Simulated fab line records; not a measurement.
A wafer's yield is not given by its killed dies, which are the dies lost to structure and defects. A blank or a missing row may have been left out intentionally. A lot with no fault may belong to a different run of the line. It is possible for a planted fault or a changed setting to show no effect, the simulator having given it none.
fab line records / flow gf180mcu / part 2 of 2: steps 30 to 38 of 38
record lots=5 wafers=15 last-day=33
route steps=602 shown V4@501 MIM@503 M5@526
lots that met no fault: taken from a fault-free run of the same line
start-h: hours from the record's opening day to when the first of the lot's shown wafers began / wait-h: time in hours since the lot's previous step / " identical to the entry in the row above / L1.1+2: one row covering several wafers at once / - no value, or no start given / * or withheld: withheld / < > ~ a bound
route shown NAME@n: names a module that has steps shown in the file, with the first one's number in the route / usual: mean/standard deviation of fault-free wafers / same: alike in all rows / chamber/n: place in a boat / sites: per-site readings / _std_site: their standard deviation / _edge_site: the outer-site mean with the inner-site mean subtracted / radius-mm: how far each site lies from the wafer's centre / mask NAME#n: copy n / behind: the last tool/chamber to shape the wafer / hold: the reason the lot was held/the length of the hold in hours/how it ended / device: transistor that didn't switch, given as n, p or np / end of line: the route-end tests of the same wafers / a step without rows: its recipe alone / killed: dies lost to structure and defects at the first sort, not the wafer's yield / map: a wafer's dies, x killed, . not, _ none there
set.NAME: the setting that was run; set.NAME@STEP: the one run at that earlier step / model.NAME: the simulator's own value behind a step, which no gauge read
certain route steps with their lots: each step a table, each wafer a row
services: the hour from which a tool's chamber was out of use, counted from the record's first day as start-h (under 0 if before that day), plus the number of hours and why
## steps
# step GF_M5_EXPOSE_04
# recipe mask-id=Metal5 target-cd-nm=280 na=0.68 source-shape=conventional sigma-outer=0.6 dose-mj=28
lot.wafer=L075.1+3+4 tool=krf-scanner-02 chamber=0 start-h=- wait-h=- mask=Metal5#0
lot.wafer=L077.2+4+5 tool=krf-scanner-02 chamber=0 start-h=- wait-h=- mask=Metal5#0
lot.wafer=L080.1+3+5 tool=krf-scanner-02 chamber=0 start-h=- wait-h=- mask=Metal5#0
lot.wafer=L087.2+3+4 tool=krf-scanner-02 chamber=0 start-h=- wait-h=- mask=Metal5#0
lot.wafer=L091.1+3+4 tool=krf-scanner-02 chamber=0 start-h=- wait-h=- mask=Metal5#0
# step GF_M5_PEB_05
# recipe peb-temp-c=135 peb-time-s=90 resist=KrF
lot.wafer=L075.1+3+4 tool=litho-track-03 chamber=0 start-h=- wait-h=-
lot.wafer=L077.2+4+5 tool=litho-track-04 chamber=0 start-h=- wait-h=-
lot.wafer=L080.1+3+5 tool=litho-track-04 chamber=0 start-h=- wait-h=-
lot.wafer=L087.2+3+4 tool=litho-track-04 chamber=0 start-h=- wait-h=-
lot.wafer=L091.1+3+4 tool=litho-track-03 chamber=0 start-h=- wait-h=-
# step GF_M5_DEVELOP_06
# recipe develop-time-s=60 dev-temp-c=21
lot.wafer=L075.1+3+4 tool=litho-track-03 chamber=0 start-h=606.05 wait-h=0.2
lot.wafer=L077.2+4+5 tool=litho-track-04 chamber=0 start-h=623.56 wait-h=0.2
lot.wafer=L080.1+3+5 tool=litho-track-04 chamber=0 start-h=652.84 wait-h=0.2
lot.wafer=L087.2+3+4 tool=litho-track-04 chamber=0 start-h=706.76 wait-h=0.2
lot.wafer=L091.1+3+4 tool=litho-track-03 chamber=0 start-h=732.70 wait-h=0.2
# step GF_M5_CD_MEAS_07
# recipe target-cd-nm=280
# usual cd-nm=280.0/1.2
lot.wafer=L075.1 tool=cd-sem-02 chamber=- start-h=606.20 wait-h=0.1 cd-nm=280.9
lot.wafer=L075.3 tool=cd-sem-02 chamber=- start-h=606.20 wait-h=0.1 cd-nm=280.6
lot.wafer=L075.4 tool=cd-sem-02 chamber=- start-h=606.20 wait-h=0.1 cd-nm=280.8
lot.wafer=L077.2 tool=cd-sem-01 chamber=- start-h=623.71 wait-h=0.1 cd-nm=280.0
lot.wafer=L077.4 tool=cd-sem-01 chamber=- start-h=623.71 wait-h=0.1 cd-nm=278.9
lot.wafer=L077.5 tool=cd-sem-01 chamber=- start-h=623.71 wait-h=0.1 cd-nm=279.5
lot.wafer=L080.1 tool=cd-sem-02 chamber=- start-h=652.99 wait-h=0.1 cd-nm=278.5
lot.wafer=L080.3 tool=cd-sem-02 chamber=- start-h=652.99 wait-h=0.1 cd-nm=280.0
lot.wafer=L080.5 tool=cd-sem-02 chamber=- start-h=652.99 wait-h=0.1 cd-nm=278.6
lot.wafer=L087.2 tool=cd-sem-01 chamber=- start-h=706.91 wait-h=0.1 cd-nm=280.0
lot.wafer=L087.3 tool=cd-sem-01 chamber=- start-h=706.91 wait-h=0.1 cd-nm=279.0
lot.wafer=L087.4 tool=cd-sem-01 chamber=- start-h=706.91 wait-h=0.1 cd-nm=280.0
lot.wafer=L091.1 tool=cd-sem-02 chamber=- start-h=732.85 wait-h=0.1 cd-nm=281.3
lot.wafer=L091.3 tool=cd-sem-02 chamber=- start-h=732.85 wait-h=0.1 cd-nm=280.0
lot.wafer=L091.4 tool=cd-sem-02 chamber=- start-h=732.85 wait-h=0.1 cd-nm=279.8
# step GF_M5_OVL_MEAS_08
# usual M5_OVL=4/4.7
lot.wafer=L075.1 tool=overlay-02 chamber=- start-h=606.32 wait-h=0.1 M5_OVL[nm]=7
lot.wafer=L075.3 tool=overlay-02 chamber=- start-h=606.32 wait-h=0.1 M5_OVL[nm]=5
lot.wafer=L075.4 tool=overlay-02 chamber=- start-h=606.32 wait-h=0.1 M5_OVL[nm]=7
lot.wafer=L077.2 tool=overlay-02 chamber=- start-h=623.82 wait-h=0.1 M5_OVL[nm]=2
lot.wafer=L077.4 tool=overlay-02 chamber=- start-h=623.82 wait-h=0.1 M5_OVL[nm]=6
lot.wafer=L077.5 tool=overlay-02 chamber=- start-h=623.82 wait-h=0.1 M5_OVL[nm]=6
lot.wafer=L080.1 tool=overlay-02 chamber=- start-h=653.11 wait-h=0.1 M5_OVL[nm]=1
lot.wafer=L080.3 tool=overlay-02 chamber=- start-h=653.11 wait-h=0.1 M5_OVL[nm]=3
lot.wafer=L080.5 tool=overlay-02 chamber=- start-h=653.11 wait-h=0.1 M5_OVL[nm]=5
lot.wafer=L087.2 tool=overlay-02 chamber=- start-h=707.01 wait-h=0.1 M5_OVL[nm]=12
lot.wafer=L087.3 tool=overlay-02 chamber=- start-h=707.01 wait-h=0.1 M5_OVL[nm]=12
lot.wafer=L087.4 tool=overlay-02 chamber=- start-h=707.01 wait-h=0.1 M5_OVL[nm]=14
lot.wafer=L091.1 tool=overlay-02 chamber=- start-h=732.97 wait-h=0.1 M5_OVL[nm]=2
lot.wafer=L091.3 tool=overlay-02 chamber=- start-h=732.97 wait-h=0.1 M5_OVL[nm]=-3
lot.wafer=L091.4 tool=overlay-02 chamber=- start-h=732.97 wait-h=0.1 M5_OVL[nm]=-3
# step GF_M5_ETCH_09
# recipe chemistry=CF4/O2 target=Si3N4 target-depth-nm=52 source-w=800 bias-w=150 pressure-mtorr=150 cf4-flow-sccm=80 O2_flow_sccm=10 time-s=11.6
# usual chamber-pressure-mTorr=150.01/0.14 drypump-motor-current-A=5.6/0.5 oes-product-au=1.002/0.013 throttle-valve-pct=5.970/0.009
# same time-s=11.6
lot.wafer=L075.1 tool=rie-diel-02 chamber=1 start-h=606.36 wait-h=0.0 chamber-pressure-mTorr=150.07 drypump-motor-current-A=5.6 oes-product-au=1.011 rf-hours-counter-h=19 throttle-valve-pct=5.973
lot.wafer=L075.3 tool=rie-diel-02 chamber=2 start-h=606.36 wait-h=0.0 chamber-pressure-mTorr=149.95 drypump-motor-current-A=4.8 oes-product-au=1.002 rf-hours-counter-h=9 throttle-valve-pct=5.955
lot.wafer=L075.4 tool=rie-diel-02 chamber=0 start-h=606.36 wait-h=0.0 chamber-pressure-mTorr=149.90 drypump-motor-current-A=5.9 oes-product-au=1.017 rf-hours-counter-h=15 throttle-valve-pct=5.954
lot.wafer=L077.2 tool=rie-diel-04 chamber=3 start-h=623.85 wait-h=0.0 chamber-pressure-mTorr=149.96 drypump-motor-current-A=4.9 oes-product-au=0.997 rf-hours-counter-h=7 throttle-valve-pct=5.970
lot.wafer=L077.4 tool=rie-diel-04 chamber=0 start-h=623.85 wait-h=0.0 chamber-pressure-mTorr=150.04 drypump-motor-current-A=5.8 oes-product-au=0.968 rf-hours-counter-h=- throttle-valve-pct=5.969
lot.wafer=L077.5 tool=rie-diel-04 chamber=3 start-h=623.85 wait-h=0.0 chamber-pressure-mTorr=150.00 drypump-motor-current-A=4.9 oes-product-au=0.998 rf-hours-counter-h=- throttle-valve-pct=5.963
lot.wafer=L080.1 tool=rie-diel-02 chamber=0 start-h=653.15 wait-h=0.0 chamber-pressure-mTorr=149.79 drypump-motor-current-A=5.8 oes-product-au=1.001 rf-hours-counter-h=17 throttle-valve-pct=5.966
lot.wafer=L080.3 tool=rie-diel-02 chamber=2 start-h=653.15 wait-h=0.0 chamber-pressure-mTorr=150.02 drypump-motor-current-A=4.8 oes-product-au=1.006 rf-hours-counter-h=11 throttle-valve-pct=5.959
lot.wafer=L080.5 tool=rie-diel-02 chamber=2 start-h=653.15 wait-h=0.0 chamber-pressure-mTorr=149.84 drypump-motor-current-A=4.8 oes-product-au=1.005 rf-hours-counter-h=- throttle-valve-pct=5.967
lot.wafer=L087.2 tool=rie-diel-02 chamber=1 start-h=707.04 wait-h=0.0 chamber-pressure-mTorr=149.86 drypump-motor-current-A=5.7 oes-product-au=1.013 rf-hours-counter-h=22 throttle-valve-pct=5.977
lot.wafer=L087.3 tool=rie-diel-02 chamber=3 start-h=707.04 wait-h=0.0 chamber-pressure-mTorr=150.10 drypump-motor-current-A=5.3 oes-product-au=1.020 rf-hours-counter-h=7 throttle-valve-pct=5.970
lot.wafer=L087.4 tool=rie-diel-02 chamber=0 start-h=707.04 wait-h=0.0 chamber-pressure-mTorr=150.05 drypump-motor-current-A=5.8 oes-product-au=1.010 rf-hours-counter-h=19 throttle-valve-pct=5.959
lot.wafer=L091.1 tool=rie-diel-01 chamber=0 start-h=733.01 wait-h=0.0 chamber-pressure-mTorr=150.11 drypump-motor-current-A=4.9 oes-product-au=0.986 rf-hours-counter-h=13 throttle-valve-pct=5.967
lot.wafer=L091.3 tool=rie-diel-01 chamber=2 start-h=733.01 wait-h=0.0 chamber-pressure-mTorr=150.02 drypump-motor-current-A=5.7 oes-product-au=1.015 rf-hours-counter-h=26 throttle-valve-pct=5.980
lot.wafer=L091.4 tool=rie-diel-01 chamber=3 start-h=733.01 wait-h=0.0 chamber-pressure-mTorr=149.67 drypump-motor-current-A=5.6 oes-product-au=0.993 rf-hours-counter-h=- throttle-valve-pct=5.965
# step GF_M5_METAL_ETCH_10
# recipe chemistry=Cl2/BCl3 mask-material=KrF target-depth-nm=750.8 stop-on=SiO2 pressure-mtorr=8 icp-w=800 bias-w=140 Cl2_flow_sccm=80 bcl3-flow-sccm=40 time-s=125.1
# usual chamber-pressure-mTorr=8.000/0.0074 drypump-motor-current-A=5.6/0.41 oes-product-au=0.991/0.0069 throttle-valve-pct=28.229/0.01
# same time-s=125.1
lot.wafer=L075.1 tool=rie-metal-02 chamber=1 start-h=606.38 wait-h=0.0 chamber-pressure-mTorr=7.987 drypump-motor-current-A=4.9 oes-product-au=0.993 rf-hours-counter-h=10 throttle-valve-pct=28.233
lot.wafer=L075.3 tool=rie-metal-02 chamber=1 start-h=606.38 wait-h=0.0 chamber-pressure-mTorr=8.021 drypump-motor-current-A=4.9 oes-product-au=0.992 rf-hours-counter-h=- throttle-valve-pct=28.234
lot.wafer=L075.4 tool=rie-metal-02 chamber=0 start-h=606.38 wait-h=0.0 chamber-pressure-mTorr=7.993 drypump-motor-current-A=5.5 oes-product-au=0.999 rf-hours-counter-h=- throttle-valve-pct=28.230
lot.wafer=L077.2 tool=rie-metal-01 chamber=1 start-h=623.87 wait-h=0.0 chamber-pressure-mTorr=8.000 drypump-motor-current-A=6.2 oes-product-au=0.989 rf-hours-counter-h=10 throttle-valve-pct=28.208
lot.wafer=L077.4 tool=rie-metal-01 chamber=0 start-h=623.87 wait-h=0.0 chamber-pressure-mTorr=7.998 drypump-motor-current-A=5.9 oes-product-au=0.993 rf-hours-counter-h=- throttle-valve-pct=28.232
lot.wafer=L077.5 tool=rie-metal-01 chamber=0 start-h=623.87 wait-h=0.0 chamber-pressure-mTorr=7.997 drypump-motor-current-A=6.0 oes-product-au=0.993 rf-hours-counter-h=- throttle-valve-pct=28.233
lot.wafer=L080.1 tool=rie-metal-02 chamber=1 start-h=653.17 wait-h=0.0 chamber-pressure-mTorr=7.998 drypump-motor-current-A=4.9 oes-product-au=0.991 rf-hours-counter-h=12 throttle-valve-pct=28.225
lot.wafer=L080.3 tool=rie-metal-02 chamber=0 start-h=653.17 wait-h=0.0 chamber-pressure-mTorr=8.012 drypump-motor-current-A=5.5 oes-product-au=0.986 rf-hours-counter-h=- throttle-valve-pct=28.240
lot.wafer=L080.5 tool=rie-metal-02 chamber=1 start-h=653.17 wait-h=0.0 chamber-pressure-mTorr=7.999 drypump-motor-current-A=4.9 oes-product-au=0.997 rf-hours-counter-h=- throttle-valve-pct=28.227
lot.wafer=L087.2 tool=rie-metal-02 chamber=0 start-h=707.07 wait-h=0.0 chamber-pressure-mTorr=7.995 drypump-motor-current-A=5.6 oes-product-au=0.987 rf-hours-counter-h=7 throttle-valve-pct=28.217
lot.wafer=L087.3 tool=rie-metal-02 chamber=0 start-h=707.07 wait-h=0.0 chamber-pressure-mTorr=7.995 drypump-motor-current-A=5.5 oes-product-au=0.997 rf-hours-counter-h=- throttle-valve-pct=28.231
lot.wafer=L087.4 tool=rie-metal-02 chamber=1 start-h=707.07 wait-h=0.0 chamber-pressure-mTorr=8.007 drypump-motor-current-A=4.9 oes-product-au=0.992 rf-hours-counter-h=- throttle-valve-pct=28.215
lot.wafer=L091.1 tool=rie-metal-01 chamber=0 start-h=733.03 wait-h=0.0 chamber-pressure-mTorr=8.007 drypump-motor-current-A=5.9 oes-product-au=0.988 rf-hours-counter-h=3 throttle-valve-pct=28.237
lot.wafer=L091.3 tool=rie-metal-01 chamber=0 start-h=733.03 wait-h=0.0 chamber-pressure-mTorr=7.992 drypump-motor-current-A=5.9 oes-product-au=0.988 rf-hours-counter-h=- throttle-valve-pct=28.221
lot.wafer=L091.4 tool=rie-metal-01 chamber=0 start-h=733.03 wait-h=0.0 chamber-pressure-mTorr=7.999 drypump-motor-current-A=5.9 oes-product-au=0.997 rf-hours-counter-h=- throttle-valve-pct=28.217
# step GF_M5_STRIP_11
# recipe chemistry=O2/N2 power-w=1400 pressure-mtorr=1500 platen-temp-c=250 o2-flow-sccm=3000 n2-flow-sccm=300 overash-fraction=0.5
# usual chamber-pressure-mTorr=1499.7/1.4 drypump-motor-current-A=6.01/0.29 heater-power-w=349/26 o2-flow-sccm=3000/9.3 oes-product-au=0.522/0.0051 strip-time-to-endpoint-s=7.03/0.055
lot.wafer=L075.1 tool=plasma-asher-02 chamber=0 start-h=606.51 wait-h=0.1 chamber-pressure-mTorr=1498.3 drypump-motor-current-A=6.15 heater-power-w=353 o2-flow-sccm=3004 oes-product-au=0.512 rf-hours-counter-h=47 strip-time-to-endpoint-s=6.98
lot.wafer=L075.3 tool=plasma-asher-02 chamber=0 start-h=606.51 wait-h=0.1 chamber-pressure-mTorr=1499.9 drypump-motor-current-A=6.11 heater-power-w=360 o2-flow-sccm=3006 oes-product-au=0.528 rf-hours-counter-h=- strip-time-to-endpoint-s=7.02
lot.wafer=L075.4 tool=plasma-asher-02 chamber=1 start-h=606.51 wait-h=0.1 chamber-pressure-mTorr=1499.7 drypump-motor-current-A=6.34 heater-power-w=393 o2-flow-sccm=2999 oes-product-au=0.516 rf-hours-counter-h=- strip-time-to-endpoint-s=6.99
lot.wafer=L077.2 tool=plasma-asher-02 chamber=1 start-h=624.00 wait-h=0.1 chamber-pressure-mTorr=1498.5 drypump-motor-current-A=6.36 heater-power-w=383 o2-flow-sccm=3015 oes-product-au=0.524 rf-hours-counter-h=49 strip-time-to-endpoint-s=6.93
lot.wafer=L077.4 tool=plasma-asher-02 chamber=0 start-h=624.00 wait-h=0.1 chamber-pressure-mTorr=1503.3 drypump-motor-current-A=6.10 heater-power-w=363 o2-flow-sccm=2994 oes-product-au=0.522 rf-hours-counter-h=- strip-time-to-endpoint-s=6.97
lot.wafer=L077.5 tool=plasma-asher-02 chamber=1 start-h=624.00 wait-h=0.1 chamber-pressure-mTorr=1498.9 drypump-motor-current-A=6.36 heater-power-w=381 o2-flow-sccm=3027 oes-product-au=0.522 rf-hours-counter-h=- strip-time-to-endpoint-s=7.01
lot.wafer=L080.1 tool=plasma-asher-01 chamber=1 start-h=653.30 wait-h=0.1 chamber-pressure-mTorr=1499.0 drypump-motor-current-A=5.95 heater-power-w=319 o2-flow-sccm=2996 oes-product-au=0.511 rf-hours-counter-h=100 strip-time-to-endpoint-s=6.99
lot.wafer=L080.3 tool=plasma-asher-01 chamber=1 start-h=653.30 wait-h=0.1 chamber-pressure-mTorr=1496.9 drypump-motor-current-A=5.96 heater-power-w=325 o2-flow-sccm=2987 oes-product-au=0.520 rf-hours-counter-h=- strip-time-to-endpoint-s=7.01
lot.wafer=L080.5 tool=plasma-asher-01 chamber=0 start-h=653.30 wait-h=0.1 chamber-pressure-mTorr=1501.0 drypump-motor-current-A=5.78 heater-power-w=372 o2-flow-sccm=3008 oes-product-au=0.523 rf-hours-counter-h=- strip-time-to-endpoint-s=7.02
lot.wafer=L087.2 tool=plasma-asher-04 chamber=0 start-h=707.20 wait-h=0.1 chamber-pressure-mTorr=1499.1 drypump-motor-current-A=5.50 heater-power-w=321 o2-flow-sccm=3007 oes-product-au=0.531 rf-hours-counter-h=29 strip-time-to-endpoint-s=7.00
lot.wafer=L087.3 tool=plasma-asher-04 chamber=0 start-h=707.20 wait-h=0.1 chamber-pressure-mTorr=1500.7 drypump-motor-current-A=5.50 heater-power-w=321 o2-flow-sccm=3007 oes-product-au=0.518 rf-hours-counter-h=- strip-time-to-endpoint-s=6.96
lot.wafer=L087.4 tool=plasma-asher-04 chamber=1 start-h=707.20 wait-h=0.1 chamber-pressure-mTorr=1499.3 drypump-motor-current-A=6.19 heater-power-w=331 o2-flow-sccm=3013 oes-product-au=0.519 rf-hours-counter-h=- strip-time-to-endpoint-s=7.01
lot.wafer=L091.1 tool=plasma-asher-01 chamber=0 start-h=733.29 wait-h=0.2 chamber-pressure-mTorr=1499.0 drypump-motor-current-A=5.76 heater-power-w=365 o2-flow-sccm=3007 oes-product-au=0.523 rf-hours-counter-h=108 strip-time-to-endpoint-s=7.06
lot.wafer=L091.3 tool=plasma-asher-01 chamber=1 start-h=733.29 wait-h=0.2 chamber-pressure-mTorr=1499.1 drypump-motor-current-A=5.95 heater-power-w=327 o2-flow-sccm=3000 oes-product-au=0.526 rf-hours-counter-h=- strip-time-to-endpoint-s=7.09
lot.wafer=L091.4 tool=plasma-asher-01 chamber=0 start-h=733.29 wait-h=0.2 chamber-pressure-mTorr=1502.4 drypump-motor-current-A=5.78 heater-power-w=368 o2-flow-sccm=2997 oes-product-au=0.518 rf-hours-counter-h=- strip-time-to-endpoint-s=7.07
# step GF_M5_STRIP_12
# recipe chemistry=post-etch-residue-remover time-s=1200 temp-c=72.5
# same time-s=1200
lot.wafer=L075.1+3+4 tool=wet-bench-03 chamber=2 start-h=606.61 wait-h=0.1
lot.wafer=L077.2+4+5 tool=wet-bench-03 chamber=1 start-h=624.10 wait-h=0.1
lot.wafer=L080.1+3+5 tool=wet-bench-04 chamber=1 start-h=653.41 wait-h=0.1
lot.wafer=L087.2+3+4 tool=wet-bench-03 chamber=3 start-h=707.30 wait-h=0.1
lot.wafer=L091.1+3+4 tool=wet-bench-03 chamber=2 start-h=733.39 wait-h=0.1
## services
tool=wet-bench-01 chamber=- start-h=540.28 hours=5.4 kind=repair
tool=rie-diel-02 chamber=3 start-h=544.64 hours=2.4 kind=repair
tool=krf-scanner-02 chamber=- start-h=552.54 hours=1.3 kind=pm
tool=iline-stepper-02 chamber=- start-h=561.29 hours=1.7 kind=pm
tool=rie-metal-01 chamber=- start-h=566.68 hours=1.4 kind=pm
tool=cmp-01 chamber=- start-h=572.00 hours=4.0 kind=pm
tool=rie-metal-01 chamber=- start-h=576.42 hours=28.1 kind=pm
tool=krf-scanner-02 chamber=- start-h=577.24 hours=1.0 kind=repair
tool=pvd-sputter-03 chamber=- start-h=591.17 hours=5.0 kind=repair
tool=cmp-01 chamber=- start-h=599.86 hours=2.2 kind=repair
tool=krf-scanner-02 chamber=- start-h=601.75 hours=0.8 kind=pm
tool=cmp-01 chamber=- start-h=604.01 hours=1.7 kind=repair
tool=wet-bench-01 chamber=- start-h=609.44 hours=10.9 kind=repair
tool=wet-bench-01 chamber=- start-h=611.71 hours=4.6 kind=repair
tool=plasma-asher-04 chamber=- start-h=629.43 hours=2.8 kind=pm
tool=rie-metal-02 chamber=- start-h=657.27 hours=28.1 kind=pm
tool=krf-scanner-02 chamber=- start-h=658.25 hours=0.8 kind=pm
tool=krf-scanner-02 chamber=- start-h=671.76 hours=0.8 kind=repair
tool=plasma-asher-02 chamber=- start-h=679.30 hours=3.2 kind=repair
tool=krf-scanner-02 chamber=- start-h=696.30 hours=1.0 kind=pm
tool=pvd-sputter-01 chamber=- start-h=703.84 hours=0.8 kind=repair
tool=krf-scanner-02 chamber=- start-h=705.24 hours=4.4 kind=pm
tool=pvd-sputter-03 chamber=- start-h=720.87 hours=1.7 kind=repair
tool=krf-scanner-02 chamber=- start-h=728.44 hours=1.3 kind=pm
